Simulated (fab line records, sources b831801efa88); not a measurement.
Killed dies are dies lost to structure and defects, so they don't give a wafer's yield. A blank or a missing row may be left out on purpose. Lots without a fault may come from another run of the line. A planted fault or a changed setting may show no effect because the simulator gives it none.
A struck lot beside a sound one | flow gf180mcu | 15 steps out of a route of 602
Sound: wafers L388.1, L388.4, L388.5. Struck: wafer L386.4. (L386.2, L386.3 of the same lot were not struck and are left out.) The cause comes at the end.
At each step with rows: each side's tool, then ch and its chambers, then its first start. Under that, the readings that differ: sound wafers | struck wafers | difference of the means | sigmas: that difference in standard deviations of wafers without a fault.
alike: readings whose means differ by less than 2 such deviations, and words and numbers that are the same on both sides. not compared: withheld readings, readings that some wafer has no value for, bounds like >300 that may hide the same value, and numbers for which the record gives no deviation and whose values overlap.
The two part at a step that has a row with sigmas, a row that says differs or no value, or rows on one side only. Numbers that don't overlap but have no deviation are shown without sigmas and don't part them. A reading that every wafer of one side lacks parts them only if that side has two wafers or more.

GF_V2_STRIP_18: strips in O2/N2.
  sound on plasma_asher-02 ch 0,1, day 26 08:04; struck on plasma_asher-02 ch 0, day 25 14:16
  reading               | sound             | struck | difference | sigmas
  oes_product_au (a.u.) | 0.586 0.601 0.602 | 0.586  | -0.010     | -2
  alike: drypump_motor_current_A, heater_power_w
  not compared: rf_hours_counter_h
then, 4 steps without rows for these wafers: GF_V2_STRIP_19 (strips in post etch residue remover, time 1200 s); GF_V2_CLEAN_20 (cleans in DIW); GF_V2_SPUTTER_21 (material Ti, target thk 15 nm, time 80.02 s); GF_V2_SPUTTER_22 (material TiN, target thk 10 nm, time 40 s).
GF_V2_CVD_23: deposits W, target thk 350 nm, time 104.94 s.
  sound on cvd_w-01 ch 1, day 26 08:45; struck on cvd_w-02 ch 0, day 25 14:56
  alike: heater_power_w
GF_V2_RS_MEAS_24: measures by four-point-probe.
  sound on film_metro-02, day 26 08:52; struck on film_metro-02, day 25 15:05
  alike: V2_W_RS
GF_V2_THK_MEAS_25: measures by xrf.
  sound on film_metro-02, day 26 08:59; struck on film_metro-02, day 25 15:11
  alike: V2_W_THK
then, 1 step without rows for these wafers: GF_V2_CMP_26 (polishes, stops on SiO2, t overpolish 15 s, target thk 0 nm).
GF_M3_SPUTTER_00: material Ti, target thk 37.5 nm, time 150 s.
  sound on pvd_sputter-01, day 26 09:20; struck on pvd_sputter-03, day 25 15:32
  alike: throttle_valve_pct
GF_M3_SPUTTER_01: material TiN, target thk 30 nm, time 25 s.
  sound on pvd_sputter-01, day 26 09:26; struck on pvd_sputter-03, day 25 15:38
  alike: throttle_valve_pct
GF_M3_SPUTTER_02: material AlCu, target thk 450 nm, time 23.9 s.
  sound on pvd_sputter-01, day 26 09:28; struck on pvd_sputter-03, day 25 15:40
  alike: throttle_valve_pct
GF_M3_SPUTTER_03: material Ti, target thk 10 nm, time 6.7 s.
  sound on pvd_sputter-01, day 26 09:30; struck on pvd_sputter-03, day 25 15:42
  reading                               | sound             | struck | difference | sigmas
  model.Ti_of_M3_SPUTTER_03.thk_nm (nm) | 10.31 10.47 9.975 | 9.118  | -1.134     |
  alike: throttle_valve_pct
then, 1 step without rows for these wafers: GF_M3_SPUTTER_04 (material TiN, target thk 50 nm, time 41.7 s).
-- the record jumps here: 8 days lie between the struck wafers' starts before and after (it left off in module M3 and takes up again in module PASSIVATION, whose first step shown is number 602 of the route) --
GF_PASSIVATION_PROBE_99:
  the record has rows for the struck wafers here (prober-01, day 33 04:20) and none for the sound ones

WHERE THEY PART
First at GF_V2_STRIP_18; last, within this record, at GF_PASSIVATION_PROBE_99.

WHY: what the simulator had put in
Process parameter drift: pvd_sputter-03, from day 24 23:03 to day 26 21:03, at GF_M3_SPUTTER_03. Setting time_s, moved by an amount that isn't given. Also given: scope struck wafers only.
